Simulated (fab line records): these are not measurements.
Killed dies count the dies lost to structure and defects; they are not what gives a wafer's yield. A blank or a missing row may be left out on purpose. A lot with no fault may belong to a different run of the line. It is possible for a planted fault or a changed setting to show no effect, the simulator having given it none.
fab line records	flow sky130	part 1 of 2: steps 1 to 26 of 27
record: lots: 7	wafers: 21	last_day: 50
route steps=708 shown METAL4@627 VIA4@639 PAD_OPEN@708
lots that met no fault: from a run of the same line without faults
start_h: hours from the record's first day to the start of the lot's first wafer shown	wait_h: hours since the lot's step before	" as in the row above	L1.1+2: several wafers, shown together as one row	- no value, or no start was given	* or withheld: withheld	< > ~ a bound
route shown NAME@n: a module of which the file shows steps, and the number in the route of the first	usual: the fault-free wafers' mean and standard deviation	same: alike in all rows	chamber/n: place in a boat	sites: per-site readings	_std_site: standard deviation across them	_edge_site: inner sites' mean taken away from outer sites' mean	radius_mm: for every site, how far away it sits from the centre of the wafer	mask NAME#n: copy n	behind: the last tool/chamber to shape the wafer	hold: reason for holding the lot/hours on hold/outcome of the hold	device: transistor that didn't switch, given as n, p or np	end of line: tests of these same wafers at the route's end	for a step that has no rows: nothing shown but its recipe	killed: count of dies lost to structure and defects at first sort (not the wafer's yield)	map: the dies of a wafer, with x for killed, . for not killed, _ for no die there
set.NAME: the setting the step ran with; set.NAME@STEP: the setting that earlier step ran with	model.NAME: the simulator's own value behind a step, which no gauge read
lots at some steps of the route; a table a step, a row a wafer
services: a tool's chamber out of use, with start hour (start_h, from the record's first day; less than 0 if before it), hours out, and reason
== steps ==
step: SKY_METAL4_PEB_11
recipe: peb_temp_c: withheld	peb_time_s: withheld	resist: KrF-thick
step: SKY_METAL4_DEVELOP_12
recipe: develop_time_s: 60	resist: KrF-thick	dev_temp_c: 20.28
step: SKY_METAL4_CD_MEAS_13
recipe: target_cd_nm: 300
usual: cd_nm: 300.1/1.2
lot.wafer	tool	chamber	start_h	wait_h	cd_nm
L956.2	cd_sem-02	-	1033.07	-	300.3
L956.3	"	-	"	"	301.5
L956.5	"	-	"	"	300.4
L957.2	cd_sem-01	-	1035.96	-	300.6
L957.4	"	-	"	"	302.5
L957.5	"	-	"	"	301.1
L968.4	cd_sem-01	-	1092.07	-	300.2
L968.5	"	-	"	"	301.2
L968.6	"	-	"	"	300.1
L966.1	cd_sem-01	-	1094.06	-	300.1
L966.4	"	-	"	"	299.1
L966.5	"	-	"	"	298.8
L970.1	cd_sem-02	-	1101.11	-	299.5
L970.5	"	-	"	"	299.8
L970.6	"	-	"	"	300.4
L971.1	cd_sem-01	-	1106.24	-	301.5
L971.3	"	-	"	"	300.4
L971.5	"	-	"	"	300.2
L974.1	cd_sem-01	-	1119.35	-	301.7
L974.3	"	-	"	"	302.2
L974.6	"	-	"	"	301.7
step: SKY_METAL4_OVL_MEAS_14
usual: METAL4_OVL: 0/5.3
lot.wafer	tool	chamber	start_h	wait_h	METAL4_OVL[nm]
L956.2	overlay-01	-	1033.17	0.1	0
L956.3	"	-	"	"	-1
L956.5	"	-	"	"	-1
L957.2	overlay-02	-	1036.06	0.1	10
L957.4	"	-	"	"	19
L957.5	"	-	"	"	8
L968.4	overlay-01	-	1092.17	0.1	1
L968.5	"	-	"	"	-1
L968.6	"	-	"	"	0
L966.1	overlay-01	-	1094.18	0.1	-3
L966.4	"	-	"	"	-3
L966.5	"	-	"	"	2
L970.1	overlay-01	-	1101.23	0.1	0
L970.5	"	-	"	"	1
L970.6	"	-	"	"	-8
L971.1	overlay-02	-	1106.36	0.1	-1
L971.3	"	-	"	"	-6
L971.5	"	-	"	"	-1
L974.1	overlay-02	-	1119.47	0.1	-1
L974.3	"	-	"	"	1
L974.6	"	-	"	"	2
step: SKY_METAL4_DESCUM_15
recipe: chemistry: O2	source_power_w: 150	bias_power_w: 0	pressure_mtorr: 10	temp_c: 40	time_s: 8
usual: drypump_motor_current_A: 5.8/0.58	oes_product_au: 1.003/0.011	temp_c: 40.00/0.11
lot.wafer	tool	chamber	start_h	wait_h	drypump_motor_current_A	oes_product_au	rf_hours_counter_h	temp_c
L956.2	rie_metal-04	0	1033.21	0.0	5.0	1.015	-	39.81
L956.3	"	0	"	"	5.0	1.020	-	40.08
L956.5	"	0	"	"	5.0	1.015	-	39.97
L957.2	rie_metal-03	0	1036.09	0.0	6.5	1.014	11	40.05
L957.4	"	1	"	"	6.0	0.985	-	40.10
L957.5	"	0	"	"	6.5	1.011	-	40.09
L968.4	rie_metal-04	0	1092.20	0.0	5.1	1.026	-	40.17
L968.5	"	1	"	"	6.2	1.031	-	39.85
L968.6	"	0	"	"	5.0	1.017	-	40.02
L966.1	rie_metal-04	1	1094.21	0.0	6.2	1.009	8	39.92
L966.4	"	0	"	"	5.1	1.008	-	40.14
L966.5	"	1	"	"	6.2	1.010	-	40.14
L970.1	rie_metal-01	1	1101.26	0.0	5.8	0.997	14	39.93
L970.5	"	0	"	"	4.9	1.008	-	39.77
L970.6	"	1	"	"	5.8	1.000	-	40.06
L971.1	rie_metal-03	1	1106.39	0.0	6.0	0.996	13	40.06
L971.3	"	1	"	"	6.0	0.985	-	40.11
L971.5	"	1	"	"	6.0	0.983	-	40.08
L974.1	rie_metal-03	1	1119.50	0.0	6.0	0.987	14	39.82
L974.3	"	0	"	"	6.5	0.998	-	40.16
L974.6	"	1	"	"	6.0	0.989	-	40.03
step: SKY_METAL4_ETCH_16
recipe: chemistry: N2/H2	target: BARC	ion_energy_ev: 200	bias_w: 100	pressure_mtorr: 30	n2_flow_sccm: 100	h2_flow_sccm: 200	icp_w: 500	stop_on: SiO2	time_s: 88.2	target_depth_a: 600
usual: drypump_motor_current_A: 5.8/0.58	oes_product_au: 0.626/0.0048	throttle_valve_pct: 13.205/0.0094
lot.wafer	tool	chamber	start_h	wait_h	drypump_motor_current_A	oes_product_au	rf_hours_counter_h	throttle_valve_pct
L956.2	rie_metal-04	0	1033.30	0.1	5.1	0.622	-	13.191
L956.3	"	0	"	"	5.0	0.615	-	13.197
L956.5	"	0	"	"	5.1	0.624	-	13.190
L957.2	rie_metal-03	0	1036.12	0.0	6.5	0.626	11	13.207
L957.4	"	1	"	"	6.0	0.621	-	13.207
L957.5	"	0	"	"	6.5	0.632	-	13.198
L968.4	rie_metal-04	0	1092.25	0.0	5.1	0.622	-	13.206
L968.5	"	1	"	"	6.2	0.630	-	13.185
L968.6	"	0	"	"	5.1	0.628	-	13.204
L966.1	rie_metal-04	1	1094.25	0.0	6.2	0.619	8	13.192
L966.4	"	0	"	"	5.0	0.627	-	13.193
L966.5	"	1	"	"	6.2	0.624	-	13.212
L970.1	rie_metal-01	1	1101.30	0.0	5.8	0.623	14	13.208
L970.5	"	0	"	"	4.9	0.627	-	13.214
L970.6	"	1	"	"	5.8	0.626	-	13.205
L971.1	rie_metal-03	1	1106.42	0.0	6.0	0.631	13	13.213
L971.3	"	1	"	"	6.0	0.636	-	13.205
L971.5	"	1	"	"	6.0	0.628	-	13.213
L974.1	rie_metal-03	1	1119.54	0.0	6.0	0.623	14	13.208
L974.3	"	0	"	"	6.5	0.624	-	13.214
L974.6	"	1	"	"	6.0	0.621	-	13.189
step: SKY_METAL4_ETCH_17
recipe: target: SiO2	stop_on: TiN	chemistry: C4F8/O2/Ar	source_w: 1500	bias_w: 1200	pressure_mtorr: 40	c4f8_flow_sccm: withheld	O2_flow_sccm: 6	Ar_flow_sccm: 300	time_s: 3.9	target_depth_a: 150
usual: oes_product_au: 0.756/0.0069
lot.wafer	tool	chamber	start_h	wait_h	oes_product_au	rf_hours_counter_h
L956.2	rie_diel-01	3	1033.46	0.1	0.741	22
L956.3	"	0	"	"	0.755	12
L956.5	"	3	"	"	0.758	-
L957.2	rie_diel-03	3	1036.22	0.1	0.743	2
L957.4	"	1	"	"	0.757	23
L957.5	"	3	"	"	0.763	-
L968.4	rie_diel-03	3	1092.32	0.0	0.754	4
L968.5	"	0	"	"	0.763	-
L968.6	"	3	"	"	0.748	-
L966.1	rie_diel-03	1	1094.34	0.1	0.759	25
L966.4	"	0	"	"	0.759	19
L966.5	"	2	"	"	0.762	-
L970.1	rie_diel-02	0	1101.39	0.1	0.747	16
L970.5	"	0	"	"	0.762	-
L970.6	"	3	"	"	0.757	-
L971.1	rie_diel-01	0	1106.52	0.1	0.752	15
L971.3	"	2	"	"	0.748	7
L971.5	"	2	"	"	0.765	-
L974.1	rie_diel-03	1	1119.63	0.1	0.753	26
L974.3	"	2	"	"	0.758	26
L974.6	"	1	"	"	0.758	-
step: SKY_METAL4_METAL_ETCH_18
recipe: target_depth_a: 8450	stop_on: SiO2	over_etch_frac: 0.3	time_s: 183.1	chemistry: Cl2/BCl3	resist_sidewall_deg: 88	pressure_mtorr: 10	icp_w: 900	bias_w: 48.5	Cl2_flow_sccm: 60	bcl3_flow_sccm: 30
step: SKY_METAL4_STRIP_19
recipe: chemistry: O2/N2	power_w: 1400	pressure_mtorr: 1500	platen_temp_c: withheld	o2_flow_sccm: 3000	n2_flow_sccm: 300	overash_fraction: 0.5
usual: drypump_motor_current_A: 5.6/0.51	oes_product_au: 0.499/0.0054	strip_time_to_endpoint_s: 6.47/0.079
lot.wafer	tool	chamber	start_h	wait_h	drypump_motor_current_A	oes_product_au	rf_hours_counter_h	strip_time_to_endpoint_s
L956.2	plasma_asher-01	1	1033.66	0.1	5.5	0.492	28	6.49
L956.3	"	0	"	"	5.3	0.509	-	6.57
L956.5	"	1	"	"	5.5	0.492	-	6.51
L957.2	plasma_asher-03	0	1036.42	0.1	5.8	0.499	62	6.52
L957.4	"	1	"	"	6.2	0.495	-	6.54
L957.5	"	1	"	"	6.2	0.505	-	6.41
L968.4	plasma_asher-03	1	1092.55	0.1	6.2	0.500	-	6.47
L968.5	"	0	"	"	5.8	0.497	-	6.42
L968.6	"	1	"	"	6.2	0.504	-	6.51
L966.1	plasma_asher-01	1	1094.54	0.1	5.5	0.494	35	6.50
L966.4	"	0	"	"	5.3	0.497	-	6.46
L966.5	"	1	"	"	5.5	0.492	-	6.45
L970.1	plasma_asher-01	1	1101.59	0.1	5.5	0.504	35	6.53
L970.5	"	1	"	"	5.5	0.504	-	6.49
L970.6	"	0	"	"	5.3	0.498	-	6.50
L971.1	plasma_asher-01	0	1106.72	0.1	5.3	0.501	36	6.50
L971.3	"	1	"	"	5.5	0.501	-	6.51
L971.5	"	1	"	"	5.5	0.492	-	6.52
L974.1	plasma_asher-02	0	1119.83	0.1	6.0	0.491	5	6.36
L974.3	"	1	"	"	4.8	0.496	-	6.36
L974.6	"	0	"	"	6.1	0.497	-	6.39
step: SKY_METAL4_STRIP_20
recipe: chemistry: post_etch_residue_remover	time_s: 1200	temp_c: 72.5
step: SKY_METAL4_CLEAN_21
recipe: chemistry: IPA	time_s: 180	temp_c: 25
step: SKY_METAL4_CLEAN_22
recipe: chemistry: O3/DIW	dry: n2_spin
step: SKY_VIA4_HDPCVD_00
recipe: material: SiO2	target_thk_nm: 1750	sigma_open_frac: 0.3	time_s: 291.7	temp_c: 400	sih4_flow_sccm: 60	pressure_mtorr: 6
lot.wafer	tool	chamber	start_h	wait_h
L956.2+3+5	hdpcvd-02	0,2,2	1034.40	0.0
L957.2+4+5	hdpcvd-01	2,2,0	1037.43	0.0
L968.4+5+6	hdpcvd-02	2,1,0	1093.56	0.1
L966.1+4+5	hdpcvd-02	0,2,1	1095.13	0.0
L970.1+5+6	hdpcvd-01	0,2,0	1102.23	0.0
L971.1+3+5	hdpcvd-02	0,1,2	1107.31	0.0
L974.1+3+6	hdpcvd-01	1,0,0	1120.47	0.0
step: SKY_VIA4_THK_MEAS_01
recipe: reads: SiO2_of_VIA4_HDPCVD_00
usual: VIA4_HDPCVD_THK: 1763/18
lot.wafer	tool	chamber	start_h	wait_h	VIA4_HDPCVD_THK[nm]
L956.2	film_metro-02	-	1034.59	0.1	1738
L956.3	"	-	"	"	1754
L956.5	"	-	"	"	1737
L957.2	film_metro-03	-	1037.62	0.1	1781
L957.4	"	-	"	"	1759
L957.5	"	-	"	"	1783
L968.4	film_metro-02	-	1093.68	0.0	1595
L968.5	"	-	"	"	1602
L968.6	"	-	"	"	1592
L966.1	film_metro-02	-	1095.31	0.1	1569
L966.4	"	-	"	"	1566
L966.5	"	-	"	"	1576
L970.1	film_metro-03	-	1102.41	0.1	1770
L970.5	"	-	"	"	1762
L970.6	"	-	"	"	1761
L971.1	film_metro-03	-	1107.49	0.1	1570
L971.3	"	-	"	"	1572
L971.5	"	-	"	"	1542
L974.1	film_metro-02	-	1120.65	0.1	1761
L974.3	"	-	"	"	1773
L974.6	"	-	"	"	1765
step: SKY_VIA4_CMP_02
recipe: material: SiO2	down_force_psi: 4	platen_rpm: 60	pad_velocity_m_s: 0.94248
usual: edge_zone_pressure_frac: 1.000/0.0052	motor_current_A: 12.0/1.7	platen_rpm: 59.99/0.042
lot.wafer	tool	chamber	start_h	wait_h	edge_zone_pressure_frac	motor_current_A	platen_rpm
L956.3	cmp-01	1	1034.64	0.0	1.002	11.3	60.00
L956.2	"	2	"	"	1.001	14.4	60.04
L956.5	"	2	"	"	0.997	14.3	60.02
L957.2	cmp-01	2	1037.72	0.1	0.996	15.6	59.95
L957.4	"	3	"	"	0.996	13.0	59.99
L957.5	"	2	"	"	1.004	14.9	59.98
L968.4	cmp-02	1	1093.71	0.0	0.990	10.0	59.97
L968.6	"	1	"	"	0.994	10.6	60.00
L968.5	"	2	"	"	1.001	11.1	59.99
L966.1	cmp-02	1	1095.47	0.1	0.992	10.3	60.06
L966.4	"	2	"	"	0.996	11.4	60.00
L966.5	"	0	"	"	1.004	11.2	59.95
L970.1	cmp-02	3	1102.87	0.4	0.996	12.7	60.07
L970.5	"	0	"	"	1.003	10.9	60.00
L970.6	"	1	"	"	1.008	10.6	59.99
L971.3	cmp-01	0	1107.55	0.0	0.994	10.9	60.04
L971.1	"	1	"	"	0.993	10.9	59.96
L971.5	"	1	"	"	0.994	10.3	59.97
L974.1	cmp-01	3	1120.76	0.1	0.993	13.6	59.97
L974.3	"	0	"	"	1.003	11.5	59.92
L974.6	"	2	"	"	1.001	15.1	60.00
step: SKY_VIA4_BOW_MEAS_03
recipe: mode: bow
usual: VIA4_BOW: 80/8.8
lot.wafer	tool	chamber	start_h	wait_h	VIA4_BOW[um]
L956.2	film_metro-04	-	1034.96	0.2	69
L956.3	"	-	"	"	70
L956.5	"	-	"	"	81
L957.2	film_metro-04	-	1037.99	0.2	80
L957.4	"	-	"	"	101
L957.5	"	-	"	"	95
L968.4	film_metro-04	-	1094.07	0.3	71
L968.5	"	-	"	"	77
L968.6	"	-	"	"	68
L966.1	film_metro-04	-	1095.67	0.1	73
L966.4	"	-	"	"	83
L966.5	"	-	"	"	92
L970.1	film_metro-04	-	1103.02	0.1	88
L970.5	"	-	"	"	65
L970.6	"	-	"	"	82
L971.1	film_metro-03	-	1107.85	0.2	79
L971.3	"	-	"	"	62
L971.5	"	-	"	"	76
L974.1	film_metro-02	-	1121.01	0.2	64
L974.3	"	-	"	"	63
L974.6	"	-	"	"	73
step: SKY_VIA4_DEHYDRATE_04
recipe: temp_c: 200	time_s: 60
step: SKY_VIA4_HMDS_05
recipe: prime_time_s: 60	prime_temp_c: 120
step: SKY_VIA4_COAT_06
recipe: resist: NOVOLAK	spin_rpm: 3000	resist_thk_nm: 1140
step: SKY_VIA4_SOFTBAKE_07
recipe: temp_c: 90	time_s: 60	resist: NOVOLAK
step: SKY_VIA4_EXPOSE_08
recipe: mask_id: VIM4	na: 0.6	source_shape: conventional	sigma_outer: 0.6	polarization: unpolarized	target_cd_nm: 800	dose_mj: 132
step: SKY_VIA4_PEB_09
recipe: temp_c: withheld	time_s: *	resist: NOVOLAK
step: SKY_VIA4_DEVELOP_10
recipe: resist: NOVOLAK	developer: TMAH	develop_time_s: 60	dev_temp_c: 23
step: SKY_VIA4_OVL_MEAS_11
usual: VIA4_OVL: -0.1/1.3
lot.wafer	tool	chamber	start_h	wait_h	VIA4_OVL[nm]
L956.2	overlay-02	-	1055.85	0.1	3.2
L956.3	"	-	"	"	1.4
L956.5	"	-	"	"	1.8
L957.2	overlay-02	-	1058.70	0.1	0.3
L957.4	"	-	"	"	0.3
L957.5	"	-	"	"	-0.3
L968.4	overlay-01	-	1114.01	0.1	0.2
L968.5	"	-	"	"	-2.9
L968.6	"	-	"	"	-0.9
L966.1	overlay-01	-	1115.89	0.1	1.5
L966.4	"	-	"	"	1.3
L966.5	"	-	"	"	0.3
L970.1	overlay-01	-	1123.94	0.1	-0.4
L970.5	"	-	"	"	-0.5
L970.6	"	-	"	"	1.4
L971.1	overlay-02	-	1128.40	0.1	-1.3
L971.3	"	-	"	"	1.9
L971.5	"	-	"	"	1.7
L974.1	overlay-01	-	1140.49	0.1	0.5
L974.3	"	-	"	"	-0.6
L974.6	"	-	"	"	1.1
step: SKY_VIA4_ETCH_12
recipe: target: SiO2	chemistry: C4F8/O2/Ar	stop_on: TiN	mask_material: NOVOLAK	source_w: 1500	bias_w: 1200	pressure_mtorr: 40	c4f8_flow_sccm: withheld	O2_flow_sccm: 6	Ar_flow_sccm: 300	time_s: withheld	target_depth_a: 5800
usual: oes_product_au: 0.925/0.0048
lot.wafer	tool	chamber	start_h	wait_h	oes_product_au
L956.2	rie_diel-04	1	1055.88	0.0	0.928
L956.3	"	0	"	"	0.924
L956.5	"	0	"	"	0.922
L957.2	rie_diel-02	1	1058.73	0.0	0.934
L957.4	"	1	"	"	0.924
L957.5	"	2	"	"	0.939
L968.4	rie_diel-03	0	1114.03	0.0	0.747
L968.5	"	1	"	"	0.737
L968.6	"	0	"	"	0.754
L966.1	rie_diel-03	0	1115.93	0.0	0.746
L966.4	"	2	"	"	0.752
L966.5	"	3	"	"	0.743
L970.1	rie_diel-04	1	1123.97	0.0	0.925
L970.5	"	3	"	"	0.922
L970.6	"	2	"	"	0.927
L971.1	rie_diel-04	0	1128.43	0.0	0.758
L971.3	"	2	"	"	0.759
L971.5	"	2	"	"	0.756
L974.1	rie_diel-02	1	1140.53	0.0	0.926
L974.3	"	2	"	"	0.923
L974.6	"	2	"	"	0.927
step: SKY_VIA4_STRIP_13
recipe: chemistry: O2/N2	power_w: 1400	pressure_mtorr: 1500	platen_temp_c: withheld	o2_flow_sccm: 3000	n2_flow_sccm: 300	overash_fraction: 0.5
== key ==
first_sign: step: SKY_VIA4_THK_MEAS_01	reading: VIA4_HDPCVD_THK	direction: down	sigmas: 10	usual: 1763	struck: 1576
effect: step: SKY_VIA4_ETCH_12	reading: oes_product_au	direction: down	sigmas: 37	usual: 0.925	struck: 0.750
effect: step: SKY_PAD_OPEN_PROBE_99	reading: killed_at_M4_up	direction: up	sigmas: 34	usual: 2.9	struck: 61.6
model_effect: step: SKY_PAD_OPEN_PROBE_99	value: etest.tester.sort_n_pass	without: 408.6	struck: 349.2
more_kills_born_at: SKY_VIA4_HDPCVD_00@hdpcvd-02: 534
met_at SKY_VIA4_HDPCVD_00
struck_wafers L966.1,L966.4,L966.5,L968.4,L968.5,L968.6,L971.1,L971.3,L971.5
onset_between 1034.40 1093.56
fault: kind: site_profile_drift	tool: hdpcvd-02	chamber: -	onset_h: 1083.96	steps: SKY_VIA4_HDPCVD_00	basis: fraction	max_abs_drift: 0.24426	slope_share_per_hr: 54.28	site_pattern: 0,0,0,0,0,-1,-1,-1,-1
